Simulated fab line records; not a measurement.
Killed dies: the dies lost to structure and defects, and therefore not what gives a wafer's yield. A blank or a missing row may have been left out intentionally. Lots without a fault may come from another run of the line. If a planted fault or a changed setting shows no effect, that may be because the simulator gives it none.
fab line records | flow gf180mcu
[record] lots = 12 | wafers = 35 | last_day = 34
route steps=602 shown MVPSD@89 HV_LDD@208
lots with no fault: from the same line, run without faults
start_h: start of the lot's first displayed wafer, in hours after the record's first day | wait_h: how many hours have passed since the lot's step before this one | " as in the row above | L1.1+2: several wafers, shown together as one row | - no value, or no start given | * or withheld: withheld | < > ~ a bound
route shown NAME@n: NAME is a module with steps in the file, n the number in the route of the first one | usual: average and standard deviation across the fault-free wafers | same: alike in all rows | chamber/n: place in a boat | sites: each site's reading | _std_site: the values' standard deviation | _edge_site: outer sites' mean less inner sites' | radius_mm: how far each site lies from the wafer's centre | mask NAME#n: copy n | behind: the tool/chamber that last shaped the wafer | hold: why the lot went on hold/how many hours it stayed there/how the hold came to an end | device: names the non-switching transistor (n, p or np) | end of line: the tests these same wafers got at the end of their route | for a step that has no rows: nothing shown but its recipe | killed: the dies lost at the first sort to structure and to defects; this is not the yield of the wafer | map: a wafer's dies, x killed, . not, _ none there
set.NAME: setting as actually run; set.NAME@STEP: the setting as run at that earlier step | model.NAME: the simulator's own value behind a step, which no gauge read
the route's steps for a sample of lots (tables are steps, rows are wafers)
services: the hour from which a tool's chamber was out of use, counted from the record's first day as start_h (under 0 if before that day), plus the number of hours and why
[[steps]]
[step GF_MVPSD_TW_MEAS_11]
[usual] MVPSD_TW = 548/3.7
lot.wafer | tool          | chamber | start_h | wait_h | MVPSD_TW
L639.3    | film_metro-02 | -       | 96.40   | 0.1    | 551
L639.4    | "             | -       | "       | "      | 549
L639.6    | "             | -       | "       | "      | 549
L640.2    | film_metro-04 | -       | 102.59  | 0.1    | 545
L640.4    | "             | -       | "       | "      | 544
L640.5    | "             | -       | "       | "      | 543
L642.1    | film_metro-02 | -       | 115.79  | 0.1    | 549
L642.4    | "             | -       | "       | "      | 552
L642.5    | "             | -       | "       | "      | 549
L643.1    | film_metro-03 | -       | 119.99  | 0.1    | 551
L643.3    | "             | -       | "       | "      | 548
L643.4    | "             | -       | "       | "      | 550
L647.2    | film_metro-03 | -       | 143.64  | 0.1    | 550
L647.5    | "             | -       | "       | "      | 552
L649.1    | film_metro-04 | -       | 157.99  | 0.1    | 542
L649.2    | "             | -       | "       | "      | 542
L649.5    | "             | -       | "       | "      | 541
L654.1    | film_metro-03 | -       | 190.23  | 0.1    | 553
L654.4    | "             | -       | "       | "      | 552
L654.6    | "             | -       | "       | "      | 552
L656.1    | film_metro-04 | -       | 197.74  | 0.1    | 545
L656.2    | "             | -       | "       | "      | 544
L656.5    | "             | -       | "       | "      | 547
L658.3    | film_metro-02 | -       | 210.91  | 0.1    | 546
L658.4    | "             | -       | "       | "      | 546
L658.6    | "             | -       | "       | "      | 550
L659.3    | film_metro-03 | -       | 215.21  | 0.1    | 548
L659.4    | "             | -       | "       | "      | 548
L659.5    | "             | -       | "       | "      | 549
L660.1    | film_metro-03 | -       | 220.48  | 0.1    | 554
L660.2    | "             | -       | "       | "      | 549
L660.6    | "             | -       | "       | "      | 555
L662.3    | film_metro-03 | -       | 233.80  | 0.1    | 549
L662.4    | "             | -       | "       | "      | 549
L662.6    | "             | -       | "       | "      | 548
[step GF_HV_LDD_OVL_MEAS_32]
[usual] HV_LDD_02_OVL = 0.2/1.6
lot.wafer | tool       | chamber | start_h | wait_h | HV_LDD_02_OVL[nm]
L639.3    | overlay-01 | -       | 254.02  | 0.1    | -0.4
L639.4    | "          | -       | "       | "      | 1.3
L639.6    | "          | -       | "       | "      | 2.6
L640.2    | overlay-02 | -       | 265.72  | 0.1    | -0.7
L640.4    | "          | -       | "       | "      | -1.1
L640.5    | "          | -       | "       | "      | -2.2
L642.1    | overlay-01 | -       | 281.96  | 0.1    | 1.6
L642.4    | "          | -       | "       | "      | 0.8
L642.5    | "          | -       | "       | "      | 1.5
L643.1    | overlay-01 | -       | 282.33  | 0.1    | 2.5
L643.3    | "          | -       | "       | "      | 2.1
L643.4    | "          | -       | "       | "      | 1.0
L647.2    | overlay-01 | -       | 315.42  | 0.1    | -1.1
L647.5    | "          | -       | "       | "      | -0.1
L649.1    | overlay-01 | -       | 334.11  | 0.1    | 3.0
L649.2    | "          | -       | "       | "      | 1.4
L649.5    | "          | -       | "       | "      | 0.4
L654.1    | overlay-01 | -       | 370.56  | 0.1    | 0.6
L654.4    | "          | -       | "       | "      | 1.2
L654.6    | "          | -       | "       | "      | 0.5
L656.1    | overlay-02 | -       | 384.56  | 0.1    | 2.2
L656.2    | "          | -       | "       | "      | 1.7
L656.5    | "          | -       | "       | "      | 1.8
L658.3    | overlay-02 | -       | 402.52  | 0.1    | -0.9
L658.4    | "          | -       | "       | "      | -0.6
L658.6    | "          | -       | "       | "      | 2.4
L659.3    | overlay-01 | -       | 404.42  | 0.1    | 1.9
L659.4    | "          | -       | "       | "      | 2.6
L659.5    | "          | -       | "       | "      | 1.6
L660.1    | overlay-01 | -       | 415.16  | 0.1    | -0.2
L660.2    | "          | -       | "       | "      | 0.4
L660.6    | "          | -       | "       | "      | -0.9
L662.3    | overlay-02 | -       | 434.07  | 0.1    | -0.9
L662.4    | "          | -       | "       | "      | 0.4
L662.6    | "          | -       | "       | "      | -0.6
[step GF_HV_LDD_IMPLANT_36]
[recipe] species = P | energy_kev = 60 | dose_cm2 = 7.5e+12 | tilt_deg = 30 | rotation_deg = 270
[usual] beam_on_s = 9.99/0.21 | dose_ions_cm2 = 7.499e+12/8e+09 | faraday_current_uA = 42.4/0.85 | rotation_deg = 270.00/0.063
lot.wafer | tool         | chamber | start_h | wait_h | beam_on_s | dose_ions_cm2 | faraday_current_uA | rotation_deg
L639.3    | implanter-03 | 0       | 254.54  | 0.1    | 9.83      | 7.491e+12     | 42.9               | 270.12
L639.4    | "            | 0       | "       | "      | 9.92      | 7.497e+12     | 42.6               | 270.00
L639.6    | "            | 0       | "       | "      | 9.68      | 7.488e+12     | 43.8               | 270.02
L640.2    | implanter-03 | 0       | 266.23  | 0.1    | 9.84      | 7.5e+12       | 42.8               | 269.98
L640.4    | "            | 0       | "       | "      | 9.79      | 7.51e+12      | 43.1               | 270.07
L640.5    | "            | 0       | "       | "      | 9.81      | 7.504e+12     | 43.1               | 269.98
L642.1    | implanter-02 | 0       | 282.44  | 0.1    | 10.42     | 7.504e+12     | 40.7               | 270.02
L642.4    | "            | 0       | "       | "      | 9.80      | 7.499e+12     | 43.0               | 270.11
L642.5    | "            | 0       | "       | "      | 10.09     | 7.518e+12     | 41.8               | 270.07
L643.1    | implanter-03 | 0       | 282.81  | 0.1    | 9.88      | 7.493e+12     | 42.7               | 270.01
L643.3    | "            | 0       | "       | "      | 9.99      | 7.501e+12     | 42.4               | 270.08
L643.4    | "            | 0       | "       | "      | 10.17     | 7.493e+12     | 41.7               | 270.06
L647.2    | implanter-03 | 0       | 315.92  | 0.1    | 9.83      | 7.507e+12     | 43.0               | 270.00
L647.5    | "            | 0       | "       | "      | 14.05     | 7.495e+12     | 30.0               | 270.06
L649.1    | implanter-03 | 0       | 334.59  | 0.1    | 9.76      | 7.491e+12     | 43.6               | 269.99
L649.2    | "            | 0       | "       | "      | 10.02     | 7.498e+12     | 42.4               | 269.93
L649.5    | "            | 0       | "       | "      | 14.35     | 7.481e+12     | 29.5               | 269.89
L654.1    | implanter-02 | 0       | 371.04  | 0.1    | 10.05     | 7.499e+12     | 42.2               | 270.06
L654.4    | "            | 0       | "       | "      | 10.50     | 7.514e+12     | 40.3               | 270.05
L654.6    | "            | 0       | "       | "      | 9.83      | 7.501e+12     | 43.0               | 270.04
L656.1    | implanter-02 | 0       | 385.05  | 0.1    | 10.08     | 7.484e+12     | 41.9               | 270.07
L656.2    | "            | 0       | "       | "      | 10.29     | 7.491e+12     | 41.3               | 270.09
L656.5    | "            | 0       | "       | "      | 9.94      | 7.496e+12     | 42.6               | 269.95
L658.3    | implanter-02 | 0       | 403.05  | 0.1    | 10.28     | 7.502e+12     | 41.1               | 270.02
L658.4    | "            | 0       | "       | "      | 10.08     | 7.51e+12      | 41.9               | 270.06
L658.6    | "            | 0       | "       | "      | 10.03     | 7.489e+12     | 42.3               | 269.99
L659.3    | implanter-02 | 0       | 404.94  | 0.1    | 9.91      | 7.49e+12      | 42.8               | 270.00
L659.4    | "            | 0       | "       | "      | 9.78      | 7.492e+12     | 43.3               | 270.10
L659.5    | "            | 0       | "       | "      | 9.84      | 7.491e+12     | 43.1               | 269.95
L660.1    | implanter-02 | 0       | 415.64  | 0.1    | 9.99      | 7.496e+12     | 42.4               | 270.05
L660.2    | "            | 0       | "       | "      | 9.79      | 7.5e+12       | 43.0               | 269.99
L660.6    | "            | 0       | "       | "      | 10.01     | 7.509e+12     | 42.2               | 270.07
L662.3    | implanter-01 | 0       | 434.60  | 0.1    | 10.01     | 7.493e+12     | 42.3               | 269.88
L662.4    | "            | 0       | "       | "      | 10.10     | 7.507e+12     | 42.0               | 269.95
L662.6    | "            | 0       | "       | "      | 9.78      | 7.498e+12     | 43.4               | 270.07
[step GF_HV_LDD_STRIP_37]
[recipe] chemistry = O2/N2 | power_w = 1400 | pressure_mtorr = 1500 | platen_temp_c = 250 | o2_flow_sccm = 3000 | n2_flow_sccm = 300 | overash_fraction = 0.5
[usual] drypump_motor_current_A = 5.8/0.49 | heater_power_w = 330/44 | n2_flow_sccm = 299.9/0.87 | oes_product_au = 0.716/0.0045 | strip_time_to_endpoint_s = 12.624/0.028
lot.wafer | tool            | chamber | start_h | wait_h | drypump_motor_current_A | heater_power_w | n2_flow_sccm | oes_product_au | rf_hours_counter_h | strip_time_to_endpoint_s
L639.3    | plasma_asher-04 | 0       | 254.68  | 0.1    | 5.4                     | 291            | 299.4        | 0.717          | -                  | 12.630
L639.4    | "               | 1       | "       | "      | 5.3                     | 289            | 299.8        | 0.717          | -                  | 12.604
L639.6    | "               | 1       | "       | "      | 5.3                     | 282            | 300.4        | 0.715          | -                  | 12.597
L640.2    | plasma_asher-04 | 0       | 266.35  | 0.1    | 5.4                     | 278            | 301.3        | 0.718          | 17                 | 12.639
L640.4    | "               | 1       | "       | "      | 5.3                     | 286            | 299.0        | 0.716          | -                  | 12.583
L640.5    | "               | 0       | "       | "      | 5.4                     | 287            | 299.9        | 0.719          | -                  | 12.641
L642.1    | plasma_asher-03 | 1       | 282.59  | 0.1    | 5.5                     | 317            | 300.7        | 0.717          | 60                 | 12.639
L642.4    | "               | 0       | "       | "      | 6.5                     | 385            | 299.5        | 0.719          | -                  | 12.595
L642.5    | "               | 1       | "       | "      | 5.5                     | 323            | 299.6        | 0.718          | -                  | 12.612
L643.1    | plasma_asher-02 | 1       | 282.96  | 0.1    | 5.6                     | 325            | 299.4        | 0.720          | 63                 | 12.640
L643.3    | "               | 1       | "       | "      | 5.6                     | 326            | 299.5        | 0.715          | -                  | 12.661
L643.4    | "               | 0       | "       | "      | 6.4                     | 394            | 301.0        | 0.716          | -                  | 12.639
L647.2    | plasma_asher-03 | 1       | 316.05  | 0.1    | 5.5                     | 318            | 301.3        | 0.713          | 63                 | 12.607
L647.5    | "               | 1       | "       | "      | 5.4                     | 322            | 301.1        | 0.725          | -                  | 12.648
L649.1    | plasma_asher-04 | 0       | 334.74  | 0.1    | 5.4                     | 283            | 298.9        | 0.724          | 24                 | 12.612
L649.2    | "               | 1       | "       | "      | 5.3                     | 282            | 300.2        | 0.712          | 24                 | 12.644
L649.5    | "               | 1       | "       | "      | 5.3                     | 287            | 298.0        | 0.707          | -                  | 12.624
L654.1    | plasma_asher-02 | 0       | 371.19  | 0.1    | 6.4                     | 390            | 300.5        | 0.719          | 72                 | 12.604
L654.4    | "               | 0       | "       | "      | 6.4                     | 385            | 299.8        | 0.722          | -                  | 12.614
L654.6    | "               | 1       | "       | "      | 5.6                     | 331            | 300.4        | 0.719          | -                  | 12.625
L656.1    | plasma_asher-04 | 1       | 385.20  | 0.1    | 5.3                     | 288            | 299.5        | 0.712          | 29                 | 12.598
L656.2    | "               | 0       | "       | "      | 5.4                     | 283            | 300.9        | 0.718          | 29                 | 12.623
L656.5    | "               | 0       | "       | "      | 5.4                     | 286            | 299.7        | 0.714          | -                  | 12.594
L658.3    | plasma_asher-03 | 0       | 403.18  | 0.1    | 6.5                     | 376            | 299.2        | 0.717          | -                  | 12.664
L658.4    | "               | 1       | "       | "      | 5.4                     | 322            | 301.4        | 0.715          | -                  | 12.627
L658.6    | "               | 1       | "       | "      | 5.4                     | 319            | 299.8        | 0.714          | -                  | 12.658
L659.3    | plasma_asher-03 | 1       | 405.08  | 0.1    | 5.5                     | 324            | 299.4        | 0.719          | -                  | 12.626
L659.4    | "               | 0       | "       | "      | 6.5                     | 392            | 298.4        | 0.716          | -                  | 12.599
L659.5    | "               | 1       | "       | "      | 5.4                     | 322            | 299.1        | 0.714          | -                  | 12.628
L660.1    | plasma_asher-02 | 0       | 415.79  | 0.1    | 6.4                     | 396            | 298.3        | 0.713          | 77                 | 12.639
L660.2    | "               | 1       | "       | "      | 5.6                     | 325            | 299.8        | 0.716          | 77                 | 12.617
L660.6    | "               | 0       | "       | "      | 6.4                     | 394            | 299.3        | 0.723          | -                  | 12.596
L662.3    | plasma_asher-03 | 1       | 434.73  | 0.1    | 5.5                     | 320            | 300.5        | 0.711          | -                  | 12.556
L662.4    | "               | 0       | "       | "      | 6.5                     | 379            | 299.9        | 0.720          | -                  | 12.598
L662.6    | "               | 1       | "       | "      | 5.5                     | 315            | 301.1        | 0.712          | -                  | 12.537
[step GF_HV_LDD_TW_MEAS_38]
[usual] HV_LDD_3_TW = 1422/8.1
lot.wafer | tool          | chamber | start_h | wait_h | HV_LDD_3_TW
L639.3    | film_metro-02 | -       | 254.76  | 0.1    | 1417
L639.4    | "             | -       | "       | "      | 1421
L639.6    | "             | -       | "       | "      | 1417
L640.2    | film_metro-04 | -       | 266.46  | 0.1    | 1419
L640.4    | "             | -       | "       | "      | 1423
L640.5    | "             | -       | "       | "      | 1420
L642.1    | film_metro-03 | -       | 282.69  | 0.1    | 1419
L642.4    | "             | -       | "       | "      | 1418
L642.5    | "             | -       | "       | "      | 1425
L643.1    | film_metro-02 | -       | 283.06  | 0.1    | 1415
L643.3    | "             | -       | "       | "      | 1418
L643.4    | "             | -       | "       | "      | 1418
L647.2    | film_metro-02 | -       | 316.24  | 0.2    | 1411
L647.5    | "             | -       | "       | "      | 1461
L649.1    | film_metro-02 | -       | 334.84  | 0.1    | 1420
L649.2    | "             | -       | "       | "      | 1424
L649.5    | "             | -       | "       | "      | 1465
L654.1    | film_metro-03 | -       | 371.29  | 0.1    | 1432
L654.4    | "             | -       | "       | "      | 1424
L654.6    | "             | -       | "       | "      | 1425
L656.1    | film_metro-02 | -       | 385.30  | 0.1    | 1426
L656.2    | "             | -       | "       | "      | 1430
L656.5    | "             | -       | "       | "      | 1426
L658.3    | film_metro-04 | -       | 403.27  | 0.1    | 1410
L658.4    | "             | -       | "       | "      | 1410
L658.6    | "             | -       | "       | "      | 1395
L659.3    | film_metro-04 | -       | 405.16  | 0.1    | 1405
L659.4    | "             | -       | "       | "      | 1397
L659.5    | "             | -       | "       | "      | 1411
L660.1    | film_metro-03 | -       | 415.89  | 0.1    | 1432
L660.2    | "             | -       | "       | "      | 1435
L660.6    | "             | -       | "       | "      | 1428
L662.3    | film_metro-02 | -       | 434.82  | 0.1    | 1430
L662.4    | "             | -       | "       | "      | 1431
L662.6    | "             | -       | "       | "      | 1427
[step GF_HV_LDD_RS_MEAS_53]
[recipe] thk_meas_gauge = four-point-probe
[usual] HV_LDD_RS = 417.9/0.92
lot.wafer | tool          | chamber | start_h | wait_h | HV_LDD_RS[ohm/sq]
L639.3    | film_metro-03 | -       | 276.01  | 0.1    | 417.6
L639.4    | "             | -       | "       | "      | 418.7
L639.6    | "             | -       | "       | "      | 418.9
L640.2    | film_metro-04 | -       | 285.39  | 0.1    | 417.2
L640.4    | "             | -       | "       | "      | 418.3
L640.5    | "             | -       | "       | "      | 416.9
L642.1    | film_metro-04 | -       | 303.23  | 0.1    | 417.1
L642.4    | "             | -       | "       | "      | 417.3
L642.5    | "             | -       | "       | "      | 417.6
L643.1    | film_metro-03 | -       | 303.94  | 0.1    | 418.3
L643.3    | "             | -       | "       | "      | 418.0
L643.4    | "             | -       | "       | "      | 417.2
L647.2    | film_metro-02 | -       | 337.37  | 0.1    | 418.9
L647.5    | "             | -       | "       | "      | 409.8
L649.1    | film_metro-02 | -       | 356.65  | 0.1    | 416.9
L649.2    | "             | -       | "       | "      | 419.0
L649.5    | "             | -       | "       | "      | 409.0
L654.1    | film_metro-02 | -       | 394.42  | 0.1    | 417.2
L654.4    | "             | -       | "       | "      | 418.0
L654.6    | "             | -       | "       | "      | 416.4
L656.1    | film_metro-03 | -       | 408.82  | 0.1    | 416.9
L656.2    | "             | -       | "       | "      | 417.3
L656.5    | "             | -       | "       | "      | 417.5
L658.3    | film_metro-03 | -       | 427.57  | 0.1    | 417.5
L658.4    | "             | -       | "       | "      | 416.6
L658.6    | "             | -       | "       | "      | 417.4
L659.3    | film_metro-03 | -       | 429.28  | 0.1    | 416.8
L659.4    | "             | -       | "       | "      | 418.4
L659.5    | "             | -       | "       | "      | 417.9
L660.1    | film_metro-02 | -       | 440.07  | 0.1    | 419.7
L660.2    | "             | -       | "       | "      | 419.5
L660.6    | "             | -       | "       | "      | 419.2
L662.3    | film_metro-02 | -       | 459.66  | 0.1    | 417.0
L662.4    | "             | -       | "       | "      | 416.3
L662.6    | "             | -       | "       | "      | 417.7
[[services]]
tool            | chamber | start_h | hours | kind
implanter-01    | -       | 238.90  | 3.0   | repair
implanter-03    | -       | 272.57  | 2.0   | repair
implanter-02    | -       | 313.23  | 2.6   | repair
implanter-01    | -       | 332.66  | 0.5   | repair
implanter-02    | -       | 345.19  | 16.5  | repair
implanter-03    | -       | 373.19  | 4.4   | pm
implanter-03    | -       | 381.83  | 8.4   | repair
implanter-01    | -       | 390.17  | 14.0  | pm
implanter-03    | -       | 404.17  | 1.9   | repair
plasma_asher-03 | -       | 416.59  | 3.8   | repair
plasma_asher-02 | -       | 421.25  | 9.0   | pm
plasma_asher-02 | 0       | 421.25  | 9.0   | vent_cycle
plasma_asher-02 | 1       | 421.25  | 9.0   | vent_cycle
plasma_asher-02 | 0       | 430.25  | -     | clean
plasma_asher-02 | 1       | 430.25  | -     | clean
[[key]]
[first_sign] step = GF_HV_LDD_IMPLANT_36 | reading = beam_on_s | direction = up | sigmas = 21 | usual = 9.99 | struck = 14.20
[effect] step = GF_HV_LDD_IMPLANT_36 | reading = faraday_current_uA | direction = down | sigmas = 15 | usual = 42.4 | struck = 29.8
[effect] step = GF_HV_LDD_TW_MEAS_38 | reading = HV_LDD_3_TW | direction = up | sigmas = 5.1 | usual = 1422 | struck = 1463
[effect] step = GF_HV_LDD_RS_MEAS_53 | reading = HV_LDD_RS | direction = down | sigmas = 9.2 | usual = 417.9 | struck = 409.4
met_at GF_HV_LDD_IMPLANT_36
struck_lots L647,L649
struck_wafers L647.5,L649.5
tester_left_out L647,L649
not_acting_at GF_MVPSD_TW_MEAS_11,GF_HV_LDD_OVL_MEAS_32,GF_HV_LDD_STRIP_37
onset_between 282.81 315.92
[fault] kind = process_parameter_drift | tool = implanter-03 | chamber = - | onset_h = 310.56 | steps = GF_HV_LDD_IMPLANT_36 | channel = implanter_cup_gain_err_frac | offset = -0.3 | shape = step | end_h = 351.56 | scope = struck_wafers_only
// tester_left_out: of these lots the tester's yield and bins aren't shown, on N5 and GAA mostly nor the transistor test; their killed dies are dies lost to structure and defects alone, not to doping, threshold or leakage, so they don't give the yield
